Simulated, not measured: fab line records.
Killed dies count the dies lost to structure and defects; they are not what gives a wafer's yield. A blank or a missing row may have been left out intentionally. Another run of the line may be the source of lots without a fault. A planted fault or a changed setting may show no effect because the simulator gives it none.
Which tool did it? ; flow sfq_line ; 14 lots (41 wafers sampled), 1 step of a 325-step route

== WHAT THE GAUGES READ, wafer by wafer ==
The record lacks any reading of a measuring or inspecting step that a usual standard deviation could be used to judge.

== WHICH TOOL RAN EACH LOT (tool, then ch and the chambers of the sampled wafers, then the start) ==
lot;SFQ_TRILAYER_L0_BARC_OPEN_METAL_ETCH_010
L845;rie_metal-04 ch 0,1, day 4 14:23
L848;rie_metal-02 ch 0,1, day 5 11:40
L849;rie_metal-02 ch 0,1, day 5 16:28
L850;rie_metal-02 ch 0,1, day 5 21:16
L853;rie_metal-04 ch 0,1, day 6 12:53
L854;rie_metal-04 ch 0,1, day 6 16:29
L857;rie_metal-02 ch 0, day 7 06:53
L860;rie_metal-04 ch 0, day 8 04:59
L861;rie_metal-03 ch 0, day 8 10:56
L862;rie_metal-04 ch 0,1, day 8 16:29
L863;rie_metal-03 ch 0,1, day 8 21:17
L864;rie_metal-03 ch 0,1, day 9 06:07
L866;rie_metal-04 ch 0,1, day 9 14:31
L867;rie_metal-04 ch 0,1, day 9 18:07
- SFQ_TRILAYER_L0_BARC_OPEN_METAL_ETCH_010: etches BARC in O2, target depth 125 nm, time 41.7 s.

== AS READ BY THE TOOLS THEMSELVES (means over the sampled wafers that have a number; for cases with no such wafer, the mark the record gives instead) ==
SFQ_TRILAYER_L0_BARC_OPEN_METAL_ETCH_010. Usual: drypump_motor_current_A 6.0 A, standard deviation 0.52; oes_product_au 0.685 a.u., standard deviation 0.0041; run_length_s 69.78 s, standard deviation 0.3.
lot;tool;drypump_motor_current_A (A);oes_product_au (a.u.);run_length_s (s);flag
L845;rie_metal-04;5.5;0.683;69.53;
L848;rie_metal-02;6.2;0.687;70.07;
L849;rie_metal-02;6.1;0.685;69.98;
L850;rie_metal-02;6.1;0.705;68.26;OFF
L853;rie_metal-04;5.5;0.683;69.55;
L854;rie_metal-04;6.0;0.686;69.91;
L857;rie_metal-02;6.3;0.717;67.84;OFF
L860;rie_metal-04;6.4;0.684;69.62;
L861;rie_metal-03;6.6;0.679;69.68;
L862;rie_metal-04;5.6;0.684;69.57;
L863;rie_metal-03;6.3;0.686;69.63;
L864;rie_metal-03;6.0;0.684;69.54;
L866;rie_metal-04;6.0;0.683;69.53;
L867;rie_metal-04;5.6;0.684;69.76;

== THE ANSWER, worked out from the rows above alone ==
Rule: a lot counts as off when the mean over its wafers that have a number is more than 3 standard deviations away from the usual mean. A lot without any number at a reading at which 4 lots or more have one is off too. The other lots that the step has rows for count as sound. After the gauges, taken in route order, come the tools' own readings; for these a lot's mean is taken, as printed above. The first step at which some lot is off is used, and at that step the reading that is off furthest; a lot without a number counts as furthest.
Off at SFQ_TRILAYER_L0_BARC_OPEN_METAL_ETCH_010 (oes_product_au): L850, L857.
A tool fits if, at that step or a process step before it, it ran every lot that is off, and no sound lot after the first of them. One fits: rie_metal-02 at SFQ_TRILAYER_L0_BARC_OPEN_METAL_ETCH_010. Its last sound lot is L849 (day 5 16:28), its first lot that is off L850 (day 5 21:16): a fault that began between those two fits.
The tool's own readings at SFQ_TRILAYER_L0_BARC_OPEN_METAL_ETCH_010 bear it out: on the lots that are off they differ by more than 5 times the standard deviation of the sound lots' means. oes_product_au reads 0.711 a.u. there against 0.684 a.u. on the sound lots; run_length_s reads 68.05 s there against 69.70 s on the sound lots.

== WHAT HAD BEEN PUT IN BY THE SIMULATOR ==
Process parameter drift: rie_metal-02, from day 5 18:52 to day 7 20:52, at SFQ_TRILAYER_L0_BARC_OPEN_METAL_ETCH_010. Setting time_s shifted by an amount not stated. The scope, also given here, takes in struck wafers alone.
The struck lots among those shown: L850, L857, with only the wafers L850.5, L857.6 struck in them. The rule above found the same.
